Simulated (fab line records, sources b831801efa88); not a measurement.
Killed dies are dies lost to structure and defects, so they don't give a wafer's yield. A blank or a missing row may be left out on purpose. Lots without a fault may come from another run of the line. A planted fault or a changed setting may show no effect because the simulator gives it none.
Split-lot experiment | flow sky130 | 5 lots, 23 wafers read, on a route of 708 steps

THE SPLIT
At SKY_METAL3_SPUTTER_00 (material Ti, target thk 15 nm, time 10 s), the setting time_s was moved away from the recipe's 10 s on 10 of the 23 wafers read, by -10.8% to +7.8%. The other wafers ran this setting at the recipe's value.

The reading is taken at the split's own step.

THE READING
Ti_of_METAL3_SPUTTER_00.thk_nm (the simulator's own value, which no gauge read), in nm, at SKY_METAL3_SPUTTER_00 (material Ti, target thk 15 nm, time 10 s). The file gives no usual value for it. The 13 wafers here that ran the recipe average 15.03 nm, standard deviation 0.3 nm.

wafer  | tool, chamber at the split | time_s as run, s | against the recipe | Ti_of_METAL3_SPUTTER_00.thk_nm, nm | against lot-mates on the recipe
L076.2 | pvd_sputter-03, -          | 10               | recipe             | 15.26                              | -
L076.4 | pvd_sputter-03, -          | 10               | recipe             | 15.67                              | -
L076.5 | pvd_sputter-03, -          | 10               | recipe             | 15.45                              | -
L077.1 | pvd_sputter-03, -          | 9.087            | -9.1%              | 13.5                               | -1.29
L077.2 | pvd_sputter-03, -          | 10               | recipe             | 14.59                              | -
L077.4 | pvd_sputter-03, -          | 9.087            | -9.1%              | 13.81                              | -0.98
L077.5 | pvd_sputter-03, -          | 10               | recipe             | 14.7                               | -
L077.6 | pvd_sputter-03, -          | 10               | recipe             | 15.08                              | -
L082.1 | pvd_sputter-04, -          | 10               | recipe             | 15.18                              | -
L082.2 | pvd_sputter-04, -          | 10               | recipe             | 14.86                              | -
L082.3 | pvd_sputter-04, -          | 10               | recipe             | 15.08                              | -
L082.4 | pvd_sputter-04, -          | 8.917            | -10.8%             | 13.54                              | -1.50
L082.6 | pvd_sputter-04, -          | 8.917            | -10.8%             | 13.32                              | -1.72
L083.1 | pvd_sputter-04, -          | 9.441            | -5.6%              | 14.08                              | -0.92
L083.2 | pvd_sputter-04, -          | 9.441            | -5.6%              | 14.32                              | -0.68
L083.3 | pvd_sputter-04, -          | 10               | recipe             | 15.17                              | -
L083.4 | pvd_sputter-04, -          | 10               | recipe             | 14.83                              | -
L083.6 | pvd_sputter-04, -          | 9.441            | -5.6%              | 14.18                              | -0.82
L084.1 | pvd_sputter-03, -          | 10               | recipe             | 14.78                              | -
L084.2 | pvd_sputter-03, -          | 10               | recipe             | 14.76                              | -
L084.3 | pvd_sputter-03, -          | 10.78            | +7.8%              | 16.21                              | +1.44
L084.5 | pvd_sputter-03, -          | 10.78            | +7.8%              | 16.11                              | +1.34
L084.6 | pvd_sputter-03, -          | 10.78            | +7.8%              | 16.39                              | +1.62

THE FIT
A straight line over all 23 wafers: Ti_of_METAL3_SPUTTER_00.thk_nm changes by +0.151 nm for each +1% of time_s; r = +0.96; the points scatter about the line by 0.25 nm.
The same after taking each lot's own level away (the mean of its wafers on the recipe; 23 wafers): +0.156 nm for each +1%; r = +0.98; scatter 0.19 nm.
On that fit, the largest move of time_s shifts the reading by 1.7 nm.
The lots' own levels span 14.770 to 15.460 nm, that is 2.3 times the standard deviation above.
So the lot-to-lot level changes the slope little: the two slopes agree.
Check: with one of the wafers moved furthest among these (-10.8%) left out of the fit, the line predicts -1.65 nm for it against its lot-mates. It came out at -1.5 nm against them.

OTHER SPLITS ON THESE WAFERS
These wafers also went through other splits before the reading. Each is held against what the fit with the lots' levels taken away leaves over:
other split on the same wafers          | wafers away from the commonest value | r with Ti_of_METAL3_SPUTTER_00.thk_nm (lot level and that fit taken away)
SKY_VIA1_EXPOSE_09 dose_mj              | 7                                    | -0.19
SKY_VIA1_SPUTTER_20 power_w             | 7                                    | -0.13
SKY_METAL2_SPUTTER_02 time_s            | 9                                    | -0.39
SKY_METAL2_METAL_ETCH_19 icp_w          | 7                                    | +0.20
SKY_VIA2_HDPCVD_00 sih4_flow_sccm       | 9                                    | -0.12
SKY_VIA2_EXPOSE_09 dose_mj              | 6                                    | +0.27
SKY_VIA2_SPUTTER_20 chamber_pressure_pa | 18                                   | +0.02

THE FILE'S OWN FIT
Ti_of_METAL3_SPUTTER_00.thk_nm changes by +0.149 nm for each +1% of time_s, r = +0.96.
